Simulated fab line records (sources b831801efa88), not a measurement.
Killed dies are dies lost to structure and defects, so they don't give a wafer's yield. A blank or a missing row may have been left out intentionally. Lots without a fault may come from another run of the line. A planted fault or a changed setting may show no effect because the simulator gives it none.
Matching of chambers + flow sky130 + 4 sister chambers for SKY_VIA3_ETCH_15 on rie-diel-04
The step etches SiO2 in C4F8/O2/Ar, stops on TiN, target depth 507 nm, time 78 s. 27 wafers are shown with their chamber, then 12 later ones without.

## WAFERS PAIRED WITH THEIR CHAMBERS
| wafer  | chamber | oes-product-au (a.u.) |
|--------|---------|-----------------------|
| L075.2 | 1       | 0.950                 |
| L075.3 | 0       | 0.941                 |
| L075.4 | 3       | 0.945                 |
| L076.2 | 2       | 0.942                 |
| L076.3 | 3       | 0.942                 |
| L076.6 | 3       | 0.955                 |
| L078.1 | 2       | 0.951                 |
| L078.2 | 0       | 0.949                 |
| L078.3 | 1       | 0.949                 |
| L078.4 | 3       | 0.950                 |
| L078.5 | 2       | 0.946                 |
| L078.6 | 3       | 0.944                 |
| L082.2 | 0       | 0.947                 |
| L082.3 | 2       | 0.945                 |
| L082.6 | 1       | 0.940                 |
| L085.1 | 3       | 0.957                 |
| L085.2 | 1       | 0.949                 |
| L085.3 | 2       | 0.948                 |
| L089.4 | 2       | 0.942                 |
| L089.5 | 1       | 0.952                 |
| L089.6 | 2       | 0.941                 |
| L092.3 | 1       | 0.945                 |
| L092.4 | 2       | 0.951                 |
| L092.5 | 3       | 0.950                 |
| L091.4 | 0       | 0.944                 |
| L091.5 | 2       | 0.937                 |
| L091.6 | 1       | 0.952                 |

SIGNATURES (averages over the wafers above)
| reading        | chamber 0 | chamber 1 | chamber 2 | chamber 3 | scatter within a chamber |
|----------------|-----------|-----------|-----------|-----------|--------------------------|
| oes-product-au | 0.94525   | 0.94814   | 0.94478   | 0.94900   | 0.00475                  |
Rule: for a wafer and a chamber, the distance is found by dividing, reading by reading, the gap between the wafer's reading and the chamber's mean by the reading's scatter, squaring, summing and taking the root. The wafer belongs to the nearest chamber; if the next one is less than 2 further off, it can't be placed. The scatter: take each reading less its chamber's mean, square it, sum over the shown wafers, divide by the number of wafers less the number of chambers, and take the root.

## WAFERS MISSING THEIR CHAMBER
| wafer  | oes-product-au (a.u.) |
|--------|-----------------------|
| L093.2 | 0.949                 |
| L093.3 | 0.951                 |
| L093.4 | 0.941                 |
| L095.1 | 0.945                 |
| L095.4 | 0.938                 |
| L095.6 | 0.939                 |
| L096.3 | 0.942                 |
| L096.4 | 0.948                 |
| L096.5 | 0.945                 |
| L097.1 | 0.934                 |
| L097.3 | 0.945                 |
| L097.5 | 0.950                 |

## WHICH CHAMBER EACH WENT THROUGH
| wafer  | from the rows above               | in truth |
|--------|-----------------------------------|----------|
| L093.2 | can't be placed: 3 or 1 or 0 or 2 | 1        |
| L093.3 | can't be placed: 3 or 1 or 0 or 2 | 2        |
| L093.4 | can't be placed: 2 or 0 or 1 or 3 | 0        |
| L095.1 | can't be placed: 2 or 0 or 1 or 3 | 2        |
| L095.4 | can't be placed: 2 or 0 or 1 or 3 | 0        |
| L095.6 | can't be placed: 2 or 0 or 1 or 3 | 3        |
| L096.3 | can't be placed: 2 or 0 or 1 or 3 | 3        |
| L096.4 | can't be placed: 1 or 3 or 0 or 2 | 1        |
| L096.5 | can't be placed: 2 or 0 or 1 or 3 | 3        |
| L097.1 | can't be placed: 2 or 0 or 1 or 3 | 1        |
| L097.3 | can't be placed: 2 or 0 or 1 or 3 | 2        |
| L097.5 | can't be placed: 3 or 1 or 0 or 2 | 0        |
0 of 12 placed correctly. From these rows, 12 cannot be placed; in 12 the true chamber is one of the candidates. 0 placed wrongly.
